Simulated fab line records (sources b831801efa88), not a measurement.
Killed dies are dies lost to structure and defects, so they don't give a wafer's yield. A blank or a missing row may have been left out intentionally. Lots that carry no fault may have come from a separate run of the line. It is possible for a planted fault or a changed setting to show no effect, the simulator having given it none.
fab line records	flow sky130
record lots=14	wafers=40	lastDay=50
route steps=708 shown NWELL@82 VT_ADJUST_NCORE@127 VT_ADJUST_HVTR@137 PAD_OPEN@708
lots with no fault: from the same line, run without faults
startH: start of the lot's first displayed wafer, in hours after the record's first day	waitH: hours from the lot's prior step to this one	" the same as in the row above	L1.1+2: several wafers, shown together as one row	- no value, or no start was given	* or withheld: withheld	< > ~ a bound
route shown NAME@n: NAME is a module with steps in the file, n the number in the route of the first one	usual: mean/standard deviation taken from wafers without a fault	same: alike in all rows	chamber/n: place in a boat	sites: per-site readings	_std_site: standard deviation of those values	_edge_site: inner sites' mean taken away from outer sites' mean	radiusMm: how far each site lies from the wafer's centre	mask NAME#n: copy n	behind: the tool/chamber that last shaped the wafer	hold: why the lot was held/for how many hours/how that ended	device: which transistor (n, p or np) failed to switch	end of line: at the end of the route, the tests of the same wafers	where a step has no rows: the recipe by itself	killed: count of dies lost to structure and defects at first sort (not the wafer's yield)	map: the dies of a wafer, with x for killed, . for not killed, _ for no die there
set.NAME: the setting the step ran with; set.NAME@STEP: the setting that earlier step ran with	model.NAME: the simulator's own value behind a step, which no gauge read
steps of the route over a sample of lots; a table a step, a row a wafer
## steps
# step SKY_NWELL_RS_MEAS_29
# recipe thkMeasGauge=four-point-probe
# usual NWELL_RS=625.1/1.5
lot.wafer	tool	chamber	startH	waitH	NWELL_RS[ohm/sq]
L722.1	filmMetro-03	-	109.75	0.1	625.0
L722.2	"	-	"	"	624.7
L722.5	"	-	"	"	624.2
L723.2	filmMetro-04	-	118.07	0.1	626.4
L723.4	"	-	"	"	624.7
L723.5	"	-	"	"	625.1
L724.2	filmMetro-03	-	124.33	0.1	623.4
L724.3	"	-	"	"	624.6
L724.5	"	-	"	"	622.2
L730.3	filmMetro-01	-	159.24	0.1	624.0
L730.5	"	-	"	"	622.6
L732.5	filmMetro-04	-	171.04	0.1	624.0
L732.6	"	-	"	"	623.4
L734.4	filmMetro-03	-	185.17	0.1	623.6
L734.5	"	-	"	"	622.1
L734.6	"	-	"	"	623.7
L736.3	filmMetro-03	-	198.84	0.1	627.9
L736.4	"	-	"	"	626.2
L736.5	"	-	"	"	627.2
L737.3	filmMetro-03	-	201.74	0.1	624.6
L737.4	"	-	"	"	624.1
L737.6	"	-	"	"	621.6
L738.2	filmMetro-01	-	208.17	0.1	626.6
L738.4	"	-	"	"	626.4
L738.6	"	-	"	"	624.2
L739.1	filmMetro-01	-	220.90	0.1	624.6
L739.2	"	-	"	"	625.6
L739.6	"	-	"	"	626.6
L741.1	filmMetro-04	-	229.11	0.1	623.6
L741.3	"	-	"	"	623.5
L741.6	"	-	"	"	623.8
L742.2	filmMetro-03	-	240.13	0.1	624.5
L742.4	"	-	"	"	626.0
L742.5	"	-	"	"	626.4
L743.1	filmMetro-04	-	240.90	0.1	626.5
L743.3	"	-	"	"	624.3
L743.4	"	-	"	"	623.8
L744.2	filmMetro-04	-	248.42	0.1	626.0
L744.3	"	-	"	"	626.7
L744.4	"	-	"	"	626.8
# step SKY_VT_ADJUST_NCORE_OVL_MEAS_08
# usual VT_ADJUST_NCORE_OVL=0.6/1.2
lot.wafer	tool	chamber	startH	waitH	VT_ADJUST_NCORE_OVL[nm]
L722.1	overlay-01	-	192.47	0.1	0.1
L722.2	"	-	"	"	-0.5
L722.5	"	-	"	"	-1.0
L723.2	overlay-02	-	201.23	0.1	0.5
L723.4	"	-	"	"	1.0
L723.5	"	-	"	"	0.0
L724.2	overlay-01	-	210.43	0.1	-0.6
L724.3	"	-	"	"	1.5
L724.5	"	-	"	"	-0.8
L730.3	overlay-02	-	250.26	0.1	1.2
L730.5	"	-	"	"	2.3
L732.5	overlay-01	-	263.47	0.0	1.3
L732.6	"	-	"	"	0.9
L734.4	overlay-01	-	277.94	0.1	0.6
L734.5	"	-	"	"	1.1
L734.6	"	-	"	"	-0.9
L736.3	overlay-02	-	292.78	0.1	-1.0
L736.4	"	-	"	"	0.5
L736.5	"	-	"	"	0.9
L737.3	overlay-02	-	297.23	0.1	0.2
L737.4	"	-	"	"	-0.5
L737.6	"	-	"	"	-1.7
L738.2	overlay-01	-	303.84	0.1	0.1
L738.4	"	-	"	"	-0.8
L738.6	"	-	"	"	-0.1
L739.1	overlay-01	-	319.43	0.1	-0.4
L739.2	"	-	"	"	-0.6
L739.6	"	-	"	"	0.3
L741.1	overlay-02	-	329.48	0.1	-0.5
L741.3	"	-	"	"	1.2
L741.6	"	-	"	"	1.8
L742.2	overlay-01	-	340.60	0.1	1.0
L742.4	"	-	"	"	-0.1
L742.5	"	-	"	"	0.3
L743.1	overlay-01	-	342.38	0.1	0.3
L743.3	"	-	"	"	-0.6
L743.4	"	-	"	"	0.2
L744.2	overlay-02	-	350.04	0.1	2.2
L744.3	"	-	"	"	2.8
L744.4	"	-	"	"	3.8
# step SKY_VT_ADJUST_NCORE_TW_MEAS_11
# usual VT_ADJUST_NCORE_TW=219.1/1.8
lot.wafer	tool	chamber	startH	waitH	VT_ADJUST_NCORE_TW
L722.1	filmMetro-04	-	192.76	0.1	217.5
L722.2	"	-	"	"	218.5
L722.5	"	-	"	"	217.9
L723.2	filmMetro-02	-	201.52	0.1	218.7
L723.4	"	-	"	"	218.9
L723.5	"	-	"	"	218.7
L724.2	filmMetro-02	-	210.72	0.1	218.3
L724.3	"	-	"	"	218.3
L724.5	"	-	"	"	218.9
L730.3	filmMetro-02	-	250.55	0.1	218.1
L730.5	"	-	"	"	219.7
L732.5	filmMetro-01	-	263.77	0.0	220.0
L732.6	"	-	"	"	219.3
L734.4	filmMetro-04	-	278.24	0.1	215.9
L734.5	"	-	"	"	216.4
L734.6	"	-	"	"	216.5
L736.3	filmMetro-01	-	293.08	0.1	223.1
L736.4	"	-	"	"	223.0
L736.5	"	-	"	"	222.9
L737.3	filmMetro-04	-	297.53	0.1	214.6
L737.4	"	-	"	"	215.7
L737.6	"	-	"	"	215.2
L738.2	filmMetro-04	-	304.13	0.1	216.0
L738.4	"	-	"	"	215.8
L738.6	"	-	"	"	215.7
L739.1	filmMetro-01	-	319.72	0.1	220.5
L739.2	"	-	"	"	219.4
L739.6	"	-	"	"	219.9
L741.1	filmMetro-02	-	329.77	0.1	219.2
L741.3	"	-	"	"	217.8
L741.6	"	-	"	"	219.7
L742.2	filmMetro-01	-	340.89	0.1	220.0
L742.4	"	-	"	"	219.3
L742.5	"	-	"	"	220.6
L743.1	filmMetro-01	-	342.67	0.1	219.6
L743.3	"	-	"	"	221.8
L743.4	"	-	"	"	221.1
L744.2	filmMetro-02	-	350.33	0.1	219.0
L744.3	"	-	"	"	218.2
L744.4	"	-	"	"	217.8
# step SKY_VT_ADJUST_HVTR_DEVELOP_06
# recipe developTimeS=60	devTempC=23
# usual developerTempC=23.03/0.1
lot.wafer	tool	chamber	startH	waitH	developerTempC
L722.1	lithoTrack-01	0	214.31	0.1	23.29
L722.2	"	0	"	"	23.19
L722.5	"	0	"	"	23.12
L723.2	lithoTrack-01	0	223.89	0.1	23.07
L723.4	"	0	"	"	23.06
L723.5	"	0	"	"	23.33
L724.2	lithoTrack-01	0	232.64	0.1	22.99
L724.3	"	0	"	"	23.17
L724.5	"	0	"	"	23.12
L730.3	lithoTrack-02	0	274.66	0.1	22.99
L730.5	"	0	"	"	23.06
L732.5	lithoTrack-02	0	288.16	0.1	22.94
L732.6	"	0	"	"	22.95
L734.4	lithoTrack-02	0	303.38	0.1	23.15
L734.5	"	0	"	"	23.09
L734.6	"	0	"	"	23.07
L736.3	lithoTrack-04	0	318.35	0.1	23.00
L736.4	"	0	"	"	22.99
L736.5	"	0	"	"	23.20
L737.3	lithoTrack-04	0	323.20	0.1	23.05
L737.4	"	0	"	"	23.03
L737.6	"	0	"	"	23.06
L738.2	lithoTrack-01	0	329.84	0.1	22.89
L738.4	"	0	"	"	22.99
L738.6	"	0	"	"	22.76
L739.1	lithoTrack-04	0	346.60	0.1	23.03
L739.2	"	0	"	"	22.97
L739.6	"	0	"	"	22.92
L741.1	lithoTrack-02	0	356.71	0.1	22.95
L741.3	"	0	"	"	22.95
L741.6	"	0	"	"	23.05
L742.2	lithoTrack-04	0	368.17	0.1	23.09
L742.4	"	0	"	"	22.81
L742.5	"	0	"	"	23.03
L743.1	lithoTrack-01	0	370.01	0.1	23.02
L743.3	"	0	"	"	22.92
L743.4	"	0	"	"	22.98
L744.2	lithoTrack-01	0	378.69	0.1	22.95
L744.3	"	0	"	"	23.06
L744.4	"	0	"	"	23.21
# step SKY_VT_ADJUST_HVTR_CD_MEAS_07
# recipe targetCdNm=380
# usual cdNm=381.4/2.4
lot.wafer	tool	chamber	startH	waitH	hold	cdNm
L722.1	cdSem-02	-	214.59	0.3	-	381.4
L722.2	"	-	"	"	-	381.9
L722.5	"	-	"	"	-	381.1
L723.2	cdSem-02	-	224.03	0.1	-	379.4
L723.4	"	-	"	"	-	379.2
L723.5	"	-	"	"	-	381.6
L724.2	cdSem-02	-	232.78	0.1	-	384.7
L724.3	"	-	"	"	-	384.9
L724.5	"	-	"	"	-	385.9
L730.3	cdSem-02	-	274.80	0.1	awaitDispo/0.2h/release	379.6
L730.5	"	-	"	"	awaitDispo/0.2h/release	402.4
L730.3	cdSem-02	-	275.27	0.4	-	379.6
L730.5	"	-	"	"	-	402.0
L732.5	cdSem-02	-	288.29	0.1	awaitDispo/0.2h/release	400.5
L732.6	"	-	"	"	awaitDispo/0.2h/release	379.2
L732.5	cdSem-02	-	288.57	0.3	-	400.1
L732.6	"	-	"	"	-	379.0
L734.4	cdSem-01	-	303.65	0.2	awaitDispo/0.2h/release	381.9
L734.5	"	-	"	"	awaitDispo/0.2h/release	406.2
L734.6	"	-	"	"	awaitDispo/0.2h/release	385.0
L734.4	cdSem-01	-	303.94	0.3	-	382.2
L734.5	"	-	"	"	-	406.3
L734.6	"	-	"	"	-	384.9
L736.3	cdSem-02	-	318.49	0.1	-	381.1
L736.4	"	-	"	"	-	379.7
L736.5	"	-	"	"	-	379.1
L737.3	cdSem-01	-	323.34	0.1	-	379.1
L737.4	"	-	"	"	-	379.9
L737.6	"	-	"	"	-	379.1
L738.2	cdSem-01	-	329.98	0.1	-	384.2
L738.4	"	-	"	"	-	383.4
L738.6	"	-	"	"	-	382.6
L739.1	cdSem-01	-	346.75	0.1	-	378.2
L739.2	"	-	"	"	-	378.5
L739.6	"	-	"	"	-	380.1
L741.1	cdSem-01	-	356.86	0.1	-	382.8
L741.3	"	-	"	"	-	384.9
L741.6	"	-	"	"	-	384.4
L742.2	cdSem-01	-	368.32	0.1	-	380.0
L742.4	"	-	"	"	-	379.0
L742.5	"	-	"	"	-	382.0
L743.1	cdSem-01	-	370.16	0.1	-	379.8
L743.3	"	-	"	"	-	378.6
L743.4	"	-	"	"	-	378.3
L744.2	cdSem-01	-	378.83	0.1	-	380.8
L744.3	"	-	"	"	-	381.6
L744.4	"	-	"	"	-	381.0
# step SKY_PAD_OPEN_PROBE_99
# usual killed_at_M0_to_M3=43/6.6	killed_at_M4_up=2.9/1.6	killedAtContacts=24/4.9	killedAtFrontEnd=15/4.5	killedAtOther=0.2/0.45	killedDies=86/8.8	killedOpen=48/6.4	killedShort=38/5.6
# same grossDies=492	killedAtBackSide=0
lot.wafer	tool	chamber	startH	waitH	hold	killed_at_M0_to_M3	killed_at_M4_up	killedAtContacts	killedAtFrontEnd	killedAtOther	killedDies	killedOpen	killedShort
L722.1	prober-02	-	1092.79	0.1	-	47	7	20	7	0	81	40	41
L722.2	prober-02	-	1092.84	0.1	-	50	1	24	14	1	90	49	41
L722.5	prober-02	-	1092.99	0.2	-	52	2	24	11	2	91	51	40
L723.2	prober-01	-	1097.12	0.1	-	40	2	27	13	0	82	44	38
L723.4	prober-01	-	1097.22	0.2	-	40	2	24	12	0	78	45	33
L723.5	prober-01	-	1097.27	0.2	-	49	4	30	12	0	95	47	48
L724.2	prober-02	-	1102.99	0.1	-	42	6	19	11	0	78	46	32
L724.3	prober-02	-	1103.04	0.2	-	44	0	27	21	0	92	55	37
L724.5	prober-02	-	1103.14	0.2	-	42	6	11	9	1	69	36	33
L730.3	prober-01	-	1141.39	0.2	awaitDispo/3.3h/release	40	3	32	13	0	88	50	38
L730.5	prober-01	-	1141.49	0.2	awaitDispo/3.3h/release	35	3	24	20	1	83	44	39
L732.5	prober-02	-	1149.78	0.2	-	35	5	27	12	0	79	42	37
L732.6	prober-02	-	1149.83	0.2	-	42	3	30	15	1	91	46	45
L734.4	prober-01	-	1157.63	0.2	-	57	2	20	12	1	92	53	39
L734.5	prober-01	-	1157.68	0.2	-	48	1	23	9	0	81	42	39
L734.6	prober-01	-	1157.73	0.2	-	57	3	21	14	0	95	56	39
L736.3	prober-01	-	1167.15	0.2	-	45	6	20	7	0	78	39	39
L736.4	prober-01	-	1167.20	0.2	-	38	5	15	20	0	78	46	32
L736.5	prober-01	-	1167.25	0.2	-	57	3	30	12	0	102	56	46
L737.3	prober-02	-	1172.22	0.2	-	45	1	35	22	0	103	59	44
L737.4	prober-02	-	1172.27	0.2	-	55	3	25	20	0	103	43	60
L737.6	prober-02	-	1172.37	0.2	-	41	1	29	14	0	85	47	38
L738.2	prober-01	-	1178.73	0.1	-	39	5	20	16	0	80	46	34
L738.4	prober-01	-	1178.83	0.2	-	51	2	18	19	0	90	58	32
L738.6	prober-01	-	1178.93	0.2	-	52	2	17	11	0	82	49	33
L739.1	prober-02	-	1186.13	0.1	-	45	3	22	15	0	85	41	44
L739.2	prober-02	-	1186.18	0.1	-	50	6	19	17	1	93	49	44
L739.6	prober-02	-	1186.38	0.2	-	42	3	25	17	0	87	46	41
L741.1	prober-02	-	1190.37	0.1	-	45	1	19	14	0	79	44	35
L741.3	prober-02	-	1190.47	0.2	-	41	3	30	16	1	91	42	49
L741.6	prober-02	-	1190.62	0.2	-	46	2	27	16	2	93	52	41
L742.2	prober-01	-	1202.89	0.1	-	29	5	26	7	0	67	40	27
L742.4	prober-01	-	1202.99	0.2	-	39	2	33	13	0	87	45	42
L742.5	prober-01	-	1203.04	0.2	-	40	5	29	4	0	78	41	37
L743.1	prober-02	-	1203.78	0.1	-	51	4	35	14	0	104	58	46
L743.3	prober-02	-	1203.88	0.2	-	43	7	25	16	0	91	50	41
L743.4	prober-02	-	1203.93	0.2	-	32	3	26	15	0	76	39	37
L744.2	prober-01	-	1204.85	0.1	-	37	5	23	17	0	82	49	33
L744.3	prober-01	-	1204.90	0.2	-	46	2	24	11	0	83	47	36
L744.4	prober-01	-	1204.95	0.2	-	37	2	20	19	0	78	42	36
# killed by level:class
L722.1 VIA1:geometricParticle:open=9 METAL1:geometricParticle:short=8 LI_CONTACT:geometricParticle:open=7 VIA1:geometricParticle:short=7 METAL2:geometricParticle:short=7 CONTACT:geometricParticle:open=6 VIA2:geometricParticle:open=5 LOCAL_INTERCONNECT:geometricParticle:short=4
L722.2 VIA1:geometricParticle:open=12 CONTACT:geometricParticle:open=10 VIA2:geometricParticle:short=8 METAL1:geometricParticle:short=6 VIA3:geometricParticle:open=5 LI_CONTACT:geometricParticle:open=5 FIELD_ISO:geometricParticle:open=4 FIELD_ISO:geometricParticle:short=4
L722.5 VIA2:geometricParticle:open=14 CONTACT:geometricParticle:open=12 VIA1:geometricParticle:open=8 METAL2:geometricParticle:short=7 VIA3:geometricParticle:open=6 VIA1:geometricParticle:short=6 CONTACT:geometricParticle:short=5 VIA2:geometricParticle:short=5
L723.2 CONTACT:geometricParticle:open=11 VIA1:geometricParticle:open=6 LI_CONTACT:geometricParticle:open=6 VIA2:geometricParticle:open=6 VIA1:geometricParticle:short=5 METAL2:geometricParticle:short=5 VIA3:geometricParticle:open=5 FIELD_ISO:geometricParticle:short=4
L723.4 CONTACT:geometricParticle:open=13 VIA2:geometricParticle:open=9 VIA1:geometricParticle:open=7 POLY_GATE:geometricParticle:short=5 METAL2:geometricParticle:short=5 VIA3:geometricParticle:open=5 CONTACT:geometricParticle:short=4 LI_CONTACT:geometricParticle:open=3
L723.5 VIA1:geometricParticle:open=12 CONTACT:geometricParticle:open=10 METAL1:geometricParticle:short=8 POLY_GATE:geometricParticle:short=8 CONTACT:geometricParticle:short=7 LI_CONTACT:geometricParticle:open=6 VIA3:geometricParticle:open=6 METAL2:geometricParticle:short=5
L724.2 VIA1:geometricParticle:open=13 LI_CONTACT:geometricParticle:open=10 METAL1:geometricParticle:short=6 METAL2:geometricParticle:short=5 VIA2:geometricParticle:open=5 POLY_GATE:geometricParticle:open=4 CONTACT:geometricParticle:open=4 METAL4:geometricParticle:short=4
L724.3 LI_CONTACT:geometricParticle:open=10 VIA1:geometricParticle:open=10 CONTACT:geometricParticle:open=9 POLY_GATE:geometricParticle:short=8 VIA3:geometricParticle:open=6 VIA3:geometricParticle:short=6 VIA2:geometricParticle:open=6 POLY_GATE:geometricParticle:open=5
L724.5 VIA1:geometricParticle:open=9 METAL2:geometricParticle:short=5 METAL3:geometricParticle:short=5 VIA2:geometricParticle:open=5 VIA3:geometricParticle:open=5 METAL4:geometricParticle:short=5 LI_CONTACT:geometricParticle:open=4 CONTACT:geometricParticle:open=4
L730.3 LI_CONTACT:geometricParticle:open=11 CONTACT:geometricParticle:open=10 VIA1:geometricParticle:open=9 FIELD_ISO:geometricParticle:open=8 VIA1:geometricParticle:short=6 VIA3:geometricParticle:short=4 LI_CONTACT:geometricParticle:short=4 METAL1:geometricParticle:short=4
L730.5 CONTACT:geometricParticle:open=13 VIA1:geometricParticle:open=12 FIELD_ISO:geometricParticle:short=7 VIA1:geometricParticle:short=5 METAL3:geometricParticle:short=5 FIELD_ISO:geometricParticle:open=4 LOCAL_INTERCONNECT:geometricParticle:short=4 CONTACT:geometricParticle:short=4
L732.5 LI_CONTACT:geometricParticle:open=9 VIA3:geometricParticle:open=8 CONTACT:geometricParticle:open=7 METAL2:geometricParticle:short=7 METAL4:geometricParticle:short=5 VIA2:geometricParticle:open=5 FIELD_ISO:geometricParticle:short=4 CONTACT:geometricParticle:short=4
L732.6 VIA1:geometricParticle:open=14 CONTACT:geometricParticle:open=13 POLY_GATE:geometricParticle:short=7 CONTACT:geometricParticle:short=6 LOCAL_INTERCONNECT:geometricParticle:short=6 VIA2:geometricParticle:open=6 FIELD_ISO:geometricParticle:short=5 VIA3:geometricParticle:short=5
L734.4 VIA1:geometricParticle:open=11 VIA2:geometricParticle:open=9 CONTACT:geometricParticle:open=8 VIA3:geometricParticle:open=7 VIA1:geometricParticle:short=6 VIA3:geometricParticle:short=6 METAL2:geometricParticle:short=5 METAL3:geometricParticle:short=5
L734.5 VIA1:geometricParticle:open=12 CONTACT:geometricParticle:short=8 CONTACT:geometricParticle:open=8 VIA3:geometricParticle:open=7 VIA2:geometricParticle:open=6 METAL3:geometricParticle:short=6 VIA1:geometricParticle:short=5 POLY_GATE:geometricParticle:open=4
L734.6 VIA1:geometricParticle:open=23 VIA3:geometricParticle:open=9 CONTACT:geometricParticle:open=7 METAL1:geometricParticle:short=6 METAL2:geometricParticle:short=6 LI_CONTACT:geometricParticle:open=5 CONTACT:geometricParticle:short=5 VIA1:geometricParticle:short=4
L736.3 VIA1:geometricParticle:open=11 VIA2:geometricParticle:open=8 VIA1:geometricParticle:short=8 CONTACT:geometricParticle:open=6 LI_CONTACT:geometricParticle:open=5 CONTACT:geometricParticle:short=5 METAL1:geometricParticle:short=5 METAL4:geometricParticle:short=5
L736.4 CONTACT:geometricParticle:open=8 VIA1:geometricParticle:open=8 VIA2:geometricParticle:open=7 POLY_GATE:geometricParticle:short=6 METAL1:geometricParticle:short=6 POLY_GATE:geometricParticle:open=5 VIA3:geometricParticle:open=4 METAL4:geometricParticle:short=4
L736.5 VIA1:geometricParticle:open=17 CONTACT:geometricParticle:open=12 METAL1:geometricParticle:short=9 LI_CONTACT:geometricParticle:open=7 METAL2:geometricParticle:short=6 VIA2:geometricParticle:open=6 LOCAL_INTERCONNECT:geometricParticle:short=4 CONTACT:geometricParticle:short=4
L737.3 CONTACT:geometricParticle:open=17 VIA1:geometricParticle:open=10 METAL1:geometricParticle:short=8 FIELD_ISO:geometricParticle:open=6 LI_CONTACT:geometricParticle:open=6 VIA3:geometricParticle:open=6 FIELD_ISO:geometricParticle:short=5 CONTACT:geometricParticle:short=5
L737.4 VIA3:geometricParticle:open=11 VIA1:geometricParticle:open=10 CONTACT:geometricParticle:short=8 POLY_GATE:geometricParticle:short=7 LI_CONTACT:geometricParticle:open=6 METAL1:geometricParticle:short=6 METAL2:geometricParticle:short=6 FIELD_ISO:geometricParticle:open=5
L737.6 LI_CONTACT:geometricParticle:open=9 CONTACT:geometricParticle:open=8 VIA1:geometricParticle:open=8 VIA3:geometricParticle:open=8 CONTACT:geometricParticle:short=5 VIA1:geometricParticle:short=5 FIELD_ISO:geometricParticle:short=4 LOCAL_INTERCONNECT:geometricParticle:short=4
L738.2 VIA1:geometricParticle:open=8 VIA3:geometricParticle:open=7 LI_CONTACT:geometricParticle:open=6 CONTACT:geometricParticle:open=6 METAL2:geometricParticle:short=6 CONTACT:geometricParticle:short=5 VIA2:geometricParticle:open=5 FIELD_ISO:geometricParticle:open=4
L738.4 VIA1:geometricParticle:open=20 CONTACT:geometricParticle:open=9 FIELD_ISO:geometricParticle:open=6 POLY_GATE:geometricParticle:short=6 LI_CONTACT:geometricParticle:open=5 METAL2:geometricParticle:short=5 METAL1:geometricParticle:short=5 VIA3:geometricParticle:open=5
L738.6 VIA1:geometricParticle:open=13 VIA2:geometricParticle:open=9 LI_CONTACT:geometricParticle:open=7 VIA1:geometricParticle:short=6 METAL2:geometricParticle:short=6 VIA3:geometricParticle:open=6 CONTACT:geometricParticle:open=5 LOCAL_INTERCONNECT:geometricParticle:short=4
L739.1 VIA1:geometricParticle:open=12 CONTACT:geometricParticle:open=6 VIA3:geometricParticle:open=6 METAL1:geometricParticle:short=5 FIELD_ISO:geometricParticle:short=5 LI_CONTACT:geometricParticle:open=5 VIA1:geometricParticle:short=5 LI_CONTACT:geometricParticle:short=4
L739.2 VIA1:geometricParticle:open=9 CONTACT:geometricParticle:open=8 VIA2:geometricParticle:open=8 METAL2:geometricParticle:short=7 LI_CONTACT:geometricParticle:open=6 VIA1:geometricParticle:short=5 VIA3:geometricParticle:short=5 VIA3:geometricParticle:open=5
L739.6 VIA1:geometricParticle:open=9 CONTACT:geometricParticle:open=8 VIA2:geometricParticle:open=8 FIELD_ISO:geometricParticle:short=7 CONTACT:geometricParticle:short=6 VIA1:geometricParticle:short=6 VIA3:geometricParticle:open=6 LI_CONTACT:geometricParticle:open=4
L741.1 VIA1:geometricParticle:open=10 METAL1:geometricParticle:short=8 VIA2:geometricParticle:open=8 CONTACT:geometricParticle:open=7 FIELD_ISO:geometricParticle:open=5 LI_CONTACT:geometricParticle:open=5 CONTACT:geometricParticle:short=5 VIA1:geometricParticle:short=5
L741.3 CONTACT:geometricParticle:open=14 VIA1:geometricParticle:open=8 METAL1:geometricParticle:short=8 METAL2:geometricParticle:short=6 POLY_GATE:geometricParticle:short=5 CONTACT:geometricParticle:short=5 FIELD_ISO:geometricParticle:open=4 LI_CONTACT:geometricParticle:open=4
L741.6 VIA3:geometricParticle:open=12 VIA1:geometricParticle:open=10 LOCAL_INTERCONNECT:geometricParticle:short=8 CONTACT:geometricParticle:open=8 LI_CONTACT:geometricParticle:open=6 VIA2:geometricParticle:open=4 CONTACT:geometricParticle:short=4 VIA1:geometricParticle:short=4
L742.2 LI_CONTACT:geometricParticle:open=9 CONTACT:geometricParticle:open=7 VIA2:geometricParticle:open=5 VIA3:geometricParticle:open=5 LOCAL_INTERCONNECT:geometricParticle:short=4 METAL4:geometricParticle:short=4 VIA1:geometricParticle:short=4 METAL2:geometricParticle:short=4
L742.4 CONTACT:geometricParticle:open=10 CONTACT:geometricParticle:short=9 VIA1:geometricParticle:open=9 VIA1:geometricParticle:short=7 METAL1:geometricParticle:short=6 VIA2:geometricParticle:open=6 VIA3:geometricParticle:open=6 LI_CONTACT:geometricParticle:open=5
L742.5 CONTACT:geometricParticle:open=14 VIA1:geometricParticle:open=8 METAL2:geometricParticle:short=8 CONTACT:geometricParticle:short=6 VIA2:geometricParticle:open=5 METAL4:geometricParticle:short=5 LI_CONTACT:geometricParticle:open=4 METAL1:geometricParticle:short=4
L743.1 CONTACT:geometricParticle:open=16 VIA1:geometricParticle:open=11 VIA1:geometricParticle:short=8 LI_CONTACT:geometricParticle:open=7 METAL1:geometricParticle:short=6 LI_CONTACT:geometricParticle:short=5 METAL3:geometricParticle:short=5 VIA2:geometricParticle:open=5
L743.3 VIA2:geometricParticle:open=10 CONTACT:geometricParticle:open=7 VIA1:geometricParticle:open=7 METAL2:geometricParticle:short=7 CONTACT:geometricParticle:short=6 VIA3:geometricParticle:open=5 METAL4:geometricParticle:short=5 FIELD_ISO:geometricParticle:open=4
L743.4 POLY_GATE:geometricParticle:open=8 LI_CONTACT:geometricParticle:open=7 METAL2:geometricParticle:short=7 LI_CONTACT:geometricParticle:short=6 CONTACT:geometricParticle:open=6 VIA1:geometricParticle:open=6 VIA1:geometricParticle:short=5 LOCAL_INTERCONNECT:geometricParticle:short=5
L744.2 VIA3:geometricParticle:open=9 LI_CONTACT:geometricParticle:open=8 CONTACT:geometricParticle:open=8 POLY_GATE:geometricParticle:short=6 VIA1:geometricParticle:open=6 VIA2:geometricParticle:open=5 METAL1:geometricParticle:short=5 FIELD_ISO:geometricParticle:short=4
L744.3 LI_CONTACT:geometricParticle:open=10 VIA1:geometricParticle:open=10 VIA3:geometricParticle:open=8 VIA2:geometricParticle:open=6 VIA2:geometricParticle:short=6 VIA3:geometricParticle:short=5 FIELD_ISO:geometricParticle:open=4 METAL2:geometricParticle:short=4
L744.4 CONTACT:geometricParticle:open=10 METAL1:geometricParticle:short=8 METAL2:geometricParticle:short=7 VIA1:geometricParticle:open=6 VIA2:geometricParticle:open=6 FIELD_ISO:geometricParticle:short=5 POLY_GATE:geometricParticle:open=5 LOCAL_INTERCONNECT:geometricParticle:short=5
## key
firstSign step=SKY_VT_ADJUST_HVTR_CD_MEAS_07	reading=visit	direction=added
effect step=SKY_VT_ADJUST_HVTR_CD_MEAS_07	reading=cdNm	direction=up	sigmas=9.1	usual=381.4	struck=403.0
metAt SKY_VT_ADJUST_HVTR_DEVELOP_06
struckLots L730,L732,L734
struckWafers L730.5,L732.5,L734.5
testerLeftOut L730,L732,L734
notActingAt SKY_NWELL_RS_MEAS_29,SKY_VT_ADJUST_NCORE_OVL_MEAS_08,SKY_VT_ADJUST_NCORE_TW_MEAS_11
fault kind=processParameterDrift	tool=lithoTrack-02	chamber=-	onsetH=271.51	steps=SKY_VT_ADJUST_HVTR_DEVELOP_06	channel=developTimeS	offset=*	shape=step	endH=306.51	scope=struckWafersOnly	actsIn=*	stated=*
# testerLeftOut: of these lots the tester's yield and bins aren't shown, on N5 and GAA mostly nor the transistor test; their killed dies are dies lost to structure and defects alone, not to doping, threshold or leakage, so they don't give the yield
